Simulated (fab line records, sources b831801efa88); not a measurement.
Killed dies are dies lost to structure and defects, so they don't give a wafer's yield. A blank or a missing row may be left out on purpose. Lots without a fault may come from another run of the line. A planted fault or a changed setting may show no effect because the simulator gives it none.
fab line records | flow sky130
record lots=6 wafers=18 last_day=50
route steps=708 shown METAL4@627 VIA4@639 PAD_OPEN@708
lots that met no fault: from a run of the same line without faults
start_h: hours from the record's first day to the start of the lot's first wafer shown | wait_h: hours since the lot's step before | " the same as in the row above | L1.1+2: a row that stands for several wafers | - no value, or no start given | * or withheld: withheld | < > ~ a bound
route shown NAME@n: a module of which the file shows steps, and the number in the route of the first | usual: mean/standard deviation of fault-free wafers | same: alike in all rows | chamber/n: place in a boat | sites: the reading at each site | _std_site: their standard deviation | _edge_site: outer sites' mean less inner sites' | radius_mm: how far each site lies from the wafer's centre | mask NAME#n: copy n | behind: the tool/chamber that last shaped the wafer | hold: why the lot was held/for how many hours/how that ended | device: the transistor (n, p or np) that didn't switch | end of line: the same wafers' tests at the end of the route | a step without rows: its recipe alone | killed: dies lost to structure and defects at the first sort, not the wafer's yield | map: a wafer's dies, x killed, . not, _ none there
set.NAME: the setting as run; set.NAME@STEP: as run at that earlier step | model.NAME: the simulator's own value behind a step, which no gauge read
lots at some steps of the route; a table a step, a row a wafer
services: from which hour (start_h, from the record's first day; less than 0 if before it) a tool's chamber was out of use, for how many hours, and why
## steps
# step SKY_METAL4_PEB_11
# recipe peb_temp_c=withheld peb_time_s=withheld resist=KrF-thick
# step SKY_METAL4_DEVELOP_12
# recipe develop_time_s=60 resist=KrF-thick dev_temp_c=21
# step SKY_METAL4_CD_MEAS_13
# recipe target_cd_nm=300
# usual cd_nm=299.4/1.3
# columns lot.wafer tool chamber start_h wait_h cd_nm
L783.2 cd_sem-02 - 1022.55 - 299.2
L783.3 " - " " 299.6
L783.5 " - " " 300.1
L785.1 cd_sem-02 - 1030.52 - 300.0
L785.3 " - " " 300.4
L785.5 " - " " 299.7
L789.1 cd_sem-02 - 1046.38 - 298.8
L789.2 " - " " 298.8
L789.3 " - " " 299.4
L794.1 cd_sem-01 - 1071.88 - 301.4
L794.2 " - " " 300.1
L794.6 " - " " 301.8
L796.2 cd_sem-02 - 1081.48 - 299.9
L796.4 " - " " 299.1
L796.5 " - " " 300.2
L800.2 cd_sem-01 - 1112.50 - 298.7
L800.4 " - " " 299.7
L800.5 " - " " 301.2
# step SKY_METAL4_OVL_MEAS_14
# usual METAL4_OVL=3/6.2
# columns lot.wafer tool chamber start_h wait_h METAL4_OVL[nm]
L783.2 overlay-01 - 1022.66 0.1 -1
L783.3 " - " " 9
L783.5 " - " " 9
L785.1 overlay-01 - 1030.64 0.1 10
L785.3 " - " " 8
L785.5 " - " " 9
L789.1 overlay-02 - 1046.50 0.1 12
L789.2 " - " " 9
L789.3 " - " " 6
L794.1 overlay-02 - 1072.00 0.1 -3
L794.2 " - " " 2
L794.6 " - " " 10
L796.2 overlay-01 - 1081.59 0.1 -1
L796.4 " - " " -2
L796.5 " - " " 11
L800.2 overlay-02 - 1112.61 0.1 -3
L800.4 " - " " 4
L800.5 " - " " 4
# step SKY_METAL4_DESCUM_15
# recipe chemistry=O2 source_power_w=150 bias_power_w=0 pressure_mtorr=10 temp_c=40 time_s=8
# usual drypump_motor_current_A=5.7/0.56 oes_product_au=1.002/0.012
# columns lot.wafer tool chamber start_h wait_h drypump_motor_current_A oes_product_au rf_hours_counter_h
L783.2 rie_metal-04 0 1022.69 0.0 5.0 1.008 4
L783.3 " 0 " " 5.0 0.995 -
L783.5 " 1 " " 6.2 0.983 -
L785.1 rie_metal-04 0 1030.68 0.0 5.0 0.999 4
L785.3 " 1 " " 6.1 0.999 -
L785.5 " 0 " " 5.0 1.003 -
L789.1 rie_metal-04 1 1046.54 0.0 6.1 0.991 8
L789.2 " 0 " " 5.0 1.010 5
L789.3 " 0 " " 5.0 1.000 -
L794.1 rie_metal-04 1 1072.04 0.0 6.1 1.004 10
L794.2 " 0 " " 5.0 1.014 7
L794.6 " 0 " " 5.0 0.999 -
L796.2 rie_metal-04 1 1081.62 0.0 6.1 1.003 11
L796.4 " 1 " " 6.1 0.995 -
L796.5 " 0 " " 5.0 1.013 -
L800.2 rie_metal-04 0 1112.64 0.0 5.0 1.007 8
L800.4 " 1 " " 6.1 0.988 -
L800.5 " 0 " " 5.0 1.013 -
# step SKY_METAL4_ETCH_16
# recipe chemistry=N2/H2 target=BARC ion_energy_ev=200 bias_w=100 pressure_mtorr=30 n2_flow_sccm=100 h2_flow_sccm=200 icp_w=500 stop_on=SiO2 time_s=88.2 target_depth_a=600
# usual drypump_motor_current_A=5.7/0.56 oes_product_au=0.625/0.0043 throttle_valve_pct=13.205/0.0095
# columns lot.wafer tool chamber start_h wait_h drypump_motor_current_A oes_product_au rf_hours_counter_h throttle_valve_pct
L783.2 rie_metal-04 0 1022.72 0.0 5.0 0.632 4 13.211
L783.3 " 0 " " 5.0 0.630 - 13.210
L783.5 " 1 " " 6.2 0.624 - 13.206
L785.1 rie_metal-04 0 1030.71 0.0 5.0 0.624 4 13.200
L785.3 " 1 " " 6.1 0.626 - 13.193
L785.5 " 0 " " 5.0 0.626 - 13.220
L789.1 rie_metal-04 1 1046.57 0.0 6.2 0.619 8 13.196
L789.2 " 0 " " 5.0 0.623 5 13.195
L789.3 " 0 " " 5.0 0.618 - 13.185
L794.1 rie_metal-04 1 1072.07 0.0 6.2 0.629 10 13.195
L794.2 " 0 " " 5.0 0.615 7 13.211
L794.6 " 0 " " 5.0 0.623 - 13.195
L796.2 rie_metal-04 1 1081.65 0.0 6.2 0.622 11 13.202
L796.4 " 1 " " 6.2 0.624 - 13.220
L796.5 " 0 " " 5.0 0.612 - 13.216
L800.2 rie_metal-04 0 1112.67 0.0 5.0 0.619 8 13.219
L800.4 " 1 " " 6.1 0.629 - 13.196
L800.5 " 0 " " 5.0 0.629 - 13.207
# step SKY_METAL4_ETCH_17
# recipe target=SiO2 stop_on=TiN chemistry=C4F8/O2/Ar source_w=1500 bias_w=1200 pressure_mtorr=40 c4f8_flow_sccm=withheld O2_flow_sccm=6 Ar_flow_sccm=300 time_s=3.9 target_depth_a=150
# usual oes_product_au=0.756/0.0084
# columns lot.wafer tool chamber start_h wait_h oes_product_au rf_hours_counter_h
L783.2 rie_diel-03 3 1022.82 0.1 0.761 26
L783.3 " 0 " " 0.757 16
L783.5 " 1 " " 0.771 -
L785.1 rie_diel-04 1 1030.81 0.1 0.758 5
L785.3 " 0 " " 0.754 6
L785.5 " 0 " " 0.764 -
L789.1 rie_diel-01 0 1046.67 0.1 0.757 25
L789.2 " 2 " " 0.763 20
L789.3 " 3 " " 0.756 19
L794.1 rie_diel-01 3 1072.17 0.1 0.761 20
L794.2 " 0 " " 0.754 26
L794.6 " 1 " " 0.760 -
L796.2 rie_diel-03 1 1081.75 0.1 0.746 21
L796.4 " 2 " " 0.750 23
L796.5 " 1 " " 0.761 -
L800.2 rie_diel-03 0 1112.77 0.1 0.752 19
L800.4 " 2 " " 0.757 24
L800.5 " 2 " " 0.763 -
# step SKY_METAL4_METAL_ETCH_18
# recipe target_depth_a=8450 stop_on=SiO2 over_etch_frac=0.3 time_s=183.1 chemistry=Cl2/BCl3 resist_sidewall_deg=88 pressure_mtorr=10 icp_w=900 bias_w=48.5 Cl2_flow_sccm=60 bcl3_flow_sccm=30
# step SKY_METAL4_STRIP_19
# recipe chemistry=O2/N2 power_w=1400 pressure_mtorr=1500 platen_temp_c=withheld o2_flow_sccm=3000 n2_flow_sccm=300 overash_fraction=0.5
# usual drypump_motor_current_A=5.6/0.35 oes_product_au=0.497/0.0072 strip_time_to_endpoint_s=6.40/0.13
# columns lot.wafer tool chamber start_h wait_h drypump_motor_current_A oes_product_au rf_hours_counter_h strip_time_to_endpoint_s
L783.2 plasma_asher-03 0 1023.02 0.1 5.1 0.499 126 6.49
L783.3 " 1 " " 5.8 0.509 - 6.50
L783.5 " 1 " " 5.9 0.498 - 6.52
L785.1 plasma_asher-03 0 1031.00 0.1 5.1 0.502 127 6.49
L785.3 " 1 " " 5.9 0.496 - 6.50
L785.5 " 0 " " 5.1 0.502 - 6.47
L789.1 plasma_asher-04 0 1046.87 0.1 5.4 0.508 29 6.46
L789.2 " 1 " " 5.9 0.488 29 6.13
L789.3 " 0 " " 5.4 0.492 - 6.43
L794.1 plasma_asher-03 1 1072.37 0.1 5.9 0.486 1 6.30
L794.2 " 0 " " 5.1 0.502 1 6.48
L794.6 " 0 " " 5.1 0.506 - 6.53
L796.2 plasma_asher-03 0 1081.94 0.1 5.1 0.485 2 6.19
L796.4 " 0 " " 5.1 0.495 - 6.49
L796.5 " 1 " " 5.9 0.502 - 6.44
L800.2 plasma_asher-02 1 1112.97 0.1 6.1 0.500 67 6.52
L800.4 " 0 " " 5.4 0.503 - 6.55
L800.5 " 1 " " 6.1 0.501 - 6.55
# step SKY_METAL4_STRIP_20
# recipe chemistry=post_etch_residue_remover time_s=1200 temp_c=72.5
# step SKY_METAL4_CLEAN_21
# recipe chemistry=IPA time_s=180 temp_c=25
# step SKY_METAL4_CLEAN_22
# recipe chemistry=O3/DIW dry=n2_spin
# step SKY_VIA4_HDPCVD_00
# recipe material=SiO2 target_thk_nm=1750 sigma_open_frac=0.3 time_s=291.7 temp_c=400 sih4_flow_sccm=60 pressure_mtorr=6
# usual sih4_flow_sccm=60.00/0.16
# columns lot.wafer tool chamber start_h wait_h sih4_flow_sccm model.SiO2_of_VIA4_HDPCVD_00.thk_nm
L783.2 hdpcvd-01 1 1023.61 0.0 60.28 1739
L783.3 " 2 " " 59.70 1734
L783.5 " 1 " " 60.04 1733
L785.1 hdpcvd-02 1 1031.60 0.0 60.06 1783
L785.3 " 2 " " 60.01 1752
L785.5 " 2 " " 60.21 1758
L789.1 hdpcvd-02 1 1047.46 0.0 60.15 1759
L789.2 " 0 " " 60.14 1710
L789.3 " 2 " " 59.99 1749
L794.1 hdpcvd-01 0 1072.96 0.0 89.94 2648
L794.2 " 2 " " 90.11 2614
L794.6 " 2 " " 89.92 2617
L796.2 hdpcvd-01 2 1082.56 0.0 89.94 2624
L796.4 " 1 " " 89.97 2609
L796.5 " 0 " " 89.91 2661
L800.2 hdpcvd-02 2 1113.56 0.0 60.01 1750
L800.4 " 1 " " 60.06 1749
L800.5 " 0 " " 60.21 1726
# step SKY_VIA4_THK_MEAS_01
# recipe reads=SiO2_of_VIA4_HDPCVD_00
# usual VIA4_HDPCVD_THK=1743/24
# columns lot.wafer tool chamber start_h wait_h VIA4_HDPCVD_THK[nm]
L783.2 film_metro-02 - 1023.80 0.1 1738
L783.3 " - " " 1735
L783.5 " - " " 1733
L785.1 film_metro-02 - 1031.78 0.1 1783
L785.3 " - " " 1753
L785.5 " - " " 1757
L789.1 film_metro-01 - 1047.64 0.1 1759
L789.2 " - " " 1711
L789.3 " - " " 1751
L794.1 film_metro-03 - 1073.14 0.1 2650
L794.2 " - " " 2613
L794.6 " - " " 2617
L796.2 film_metro-02 - 1082.75 0.1 2624
L796.4 " - " " 2609
L796.5 " - " " 2661
L800.2 film_metro-02 - 1113.75 0.1 1750
L800.4 " - " " 1750
L800.5 " - " " 1726
# step SKY_VIA4_CMP_02
# recipe material=SiO2 down_force_psi=4 platen_rpm=60 pad_velocity_m_s=0.94248
# usual edge_zone_pressure_frac=1.001/0.0049 motor_current_A=12.0/1.2
# columns lot.wafer tool chamber start_h wait_h edge_zone_pressure_frac motor_current_A
L783.3 cmp-01 0 1023.95 0.1 1.003 10.4
L783.2 " 1 " " 0.997 11.1
L783.5 " 2 " " 0.998 11.3
L785.3 cmp-01 3 1031.89 0.1 0.998 11.5
L785.1 " 1 " " 1.005 12.5
L785.5 " 2 " " 1.005 10.7
L789.3 cmp-02 2 1048.21 0.5 0.995 13.5
L789.2 " 3 " " 0.992 13.6
L789.1 " 0 " " 1.004 11.0
L794.2 cmp-02 3 1073.20 0.0 1.008 13.7
L794.1 " 1 " " 1.007 11.9
L794.6 " 0 " " 1.008 11.8
L796.4 cmp-02 2 1082.80 0.0 1.004 13.0
L796.2 " 3 " " 0.999 14.3
L796.5 " 2 " " 1.001 13.3
L800.2 cmp-01 1 1113.80 0.0 0.996 11.7
L800.4 " 3 " " 0.997 11.6
L800.5 " 1 " " 0.996 11.5
# step SKY_PAD_OPEN_PROBE_99
# usual defect_limited_yield=82.5/1.7 killed_at_M0_to_M3=43/6.1 killed_at_M4_up=3.5/2 killed_at_contacts=25/5.1 killed_at_front_end=14/4.2 killed_at_other=0.3/0.55 killed_dies=86/8.3 killed_on_rim=17/3.7 killed_open=46/7.2 killed_short=39/6 sort_bin_3_pad_short=0.9/0.42 sort_bin_5_function=10.3/1.4 sort_bin_6_memory=6.3/1.1 sort_n_pass=406/8.3 sort_yield_pct=82.5/1.7
# same gross_dies=492 killed_at_back_side=0 sort_bin_4_leakage[%]=0 sort_bin_8_speed[%]=0
# columns lot.wafer tool chamber start_h wait_h defect_limited_yield[%] killed_at_M0_to_M3 killed_at_M4_up killed_at_contacts killed_at_front_end killed_at_other killed_dies killed_on_rim killed_open killed_short sort_bin_3_pad_short[%] sort_bin_5_function[%] sort_bin_6_memory[%] sort_n_pass sort_yield_pct[%]
L794.1 prober-01 - 1156.98 0.1 80.9 37 5 26 25 1 94 19 50 44 1.4 13.4 4.3 398 80.9
L794.2 prober-01 - 1157.03 0.1 80.7 43 2 29 20 1 95 18 53 41 0.6 11.4 7.3 397 80.7
L794.6 prober-01 - 1157.23 0.2 81.9 52 3 24 10 0 89 20 46 43 1.2 9.1 7.7 403 81.9
L796.2 prober-02 - 1165.00 0.1 81.1 54 3 19 16 1 93 13 50 43 1.0 11.2 6.7 399 81.1
L796.4 prober-02 - 1165.10 0.2 83.7 45 5 16 14 0 80 12 48 32 0.6 8.7 6.9 412 83.7
L796.5 prober-02 - 1165.15 0.2 85.0 35 4 22 13 0 74 12 36 38 1.2 7.5 6.3 418 85.0
L800.2 prober-02 - 1190.43 0.1 85.4 36 0 24 12 0 72 15 47 25 1.0 8.7 4.9 420 85.4
L800.4 prober-02 - 1190.53 0.2 81.5 52 2 26 11 0 91 14 60 30 0.2 11.0 7.3 401 81.5
L800.5 prober-02 - 1190.58 0.2 82.3 54 3 17 12 1 87 14 57 30 0.8 10.0 6.9 405 82.3
# killed by level:class
L794.1 LI_CONTACT:geometric_particle:open=13 CONTACT:geometric_particle:open=8 FIELD_ISO:geometric_particle:short=7 FIELD_ISO:geometric_particle:open=6 POLY_GATE:geometric_particle:open=6 VIA1:geometric_particle:open=6 VIA2:geometric_particle:short=6 POLY_GATE:geometric_particle:short=5
L794.2 VIA1:geometric_particle:open=12 CONTACT:geometric_particle:open=12 LI_CONTACT:geometric_particle:open=8 FIELD_ISO:geometric_particle:open=5 POLY_GATE:geometric_particle:short=5 METAL2:geometric_particle:short=5 VIA3:geometric_particle:open=4 LI_CONTACT:geometric_particle:short=4
L794.6 VIA2:geometric_particle:open=11 VIA1:geometric_particle:open=10 CONTACT:geometric_particle:open=10 CONTACT:geometric_particle:short=7 METAL1:geometric_particle:short=6 VIA3:geometric_particle:short=6 VIA1:geometric_particle:short=5 VIA3:geometric_particle:open=4
L796.2 VIA1:geometric_particle:open=10 VIA3:geometric_particle:open=8 METAL1:geometric_particle:short=7 VIA2:geometric_particle:open=7 CONTACT:geometric_particle:open=6 METAL2:geometric_particle:short=6 FIELD_ISO:geometric_particle:short=5 FIELD_ISO:geometric_particle:open=4
L796.4 VIA3:geometric_particle:open=10 VIA1:geometric_particle:open=8 LI_CONTACT:geometric_particle:open=7 CONTACT:geometric_particle:open=5 VIA3:geometric_particle:short=5 METAL4:geometric_particle:short=5 METAL1:geometric_particle:open=4 METAL1:geometric_particle:short=4
L796.5 CONTACT:geometric_particle:open=8 CONTACT:geometric_particle:short=7 VIA2:geometric_particle:open=6 VIA3:geometric_particle:open=6 LOCAL_INTERCONNECT:geometric_particle:short=5 VIA1:geometric_particle:open=5 METAL1:geometric_particle:short=4 METAL4:geometric_particle:short=4
L800.2 VIA1:geometric_particle:open=13 CONTACT:geometric_particle:open=12 FIELD_ISO:geometric_particle:open=7 VIA1:geometric_particle:short=7 CONTACT:geometric_particle:short=4 METAL1:geometric_particle:short=4 VIA3:geometric_particle:open=4 LI_CONTACT:geometric_particle:open=3
L800.4 VIA1:geometric_particle:open=16 CONTACT:geometric_particle:open=11 VIA2:geometric_particle:open=11 METAL2:geometric_particle:short=8 LI_CONTACT:geometric_particle:open=7 VIA3:geometric_particle:open=6 LOCAL_INTERCONNECT:geometric_particle:short=5 METAL3:geometric_particle:short=4
L800.5 VIA1:geometric_particle:open=16 VIA2:geometric_particle:open=8 CONTACT:geometric_particle:open=8 VIA3:geometric_particle:open=7 VIA1:geometric_particle:short=5 FIELD_ISO:geometric_particle:open=4 POLY_GATE:geometric_particle:open=4 METAL2:geometric_particle:short=4
## services
# columns tool chamber start_h hours kind
hdpcvd-02 0 1008.75 2.3 repair
rie_diel-03 1 1012.42 6.3 repair
rie_diel-01 3 1039.24 3.6 repair
cmp-02 - 1044.18 4.0 repair
cmp-02 - 1052.21 15.0 pm
plasma_asher-03 - 1055.25 9.0 pm
plasma_asher-03 0 1055.25 9.0 vent_cycle
plasma_asher-03 1 1055.25 9.0 vent_cycle
plasma_asher-03 0 1064.25 - clean
plasma_asher-03 1 1064.25 - clean
cmp-01 - 1070.34 0.4 repair
rie_diel-01 0 1074.01 4.4 repair
hdpcvd-02 2 1083.67 6.3 repair
rie_metal-04 0 1083.74 28.2 repair
cmp-01 - 1084.30 4.0 pm
cmp-01 - 1088.30 - consumable_replace:conditioner
cmp-01 - 1088.30 - consumable_replace:pad
rie_metal-04 - 1105.14 0.3 repair
plasma_asher-03 - 1109.46 0.5 repair
## key
first_sign step=SKY_VIA4_HDPCVD_00 reading=sih4_flow_sccm direction=up sigmas=99+ usual=60.00 struck=89.96
effect step=SKY_VIA4_THK_MEAS_01 reading=VIA4_HDPCVD_THK direction=up sigmas=37 usual=1743 struck=2629
model_effect step=SKY_VIA4_HDPCVD_00 value=SiO2_of_VIA4_HDPCVD_00.thk_nm without=1754 struck=2629
met_at SKY_VIA4_HDPCVD_00
struck_wafers L794.1,L794.2,L794.6,L796.2,L796.4,L796.5
onset_between 1023.61 1072.96
fault kind=process_parameter_drift tool=hdpcvd-01 chamber=- onset_h=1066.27 steps=SKY_VIA4_HDPCVD_00 channel=sih4_flow_sccm offset=30 shape=step end_h=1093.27 acts_in=these_recipes_only stated=60
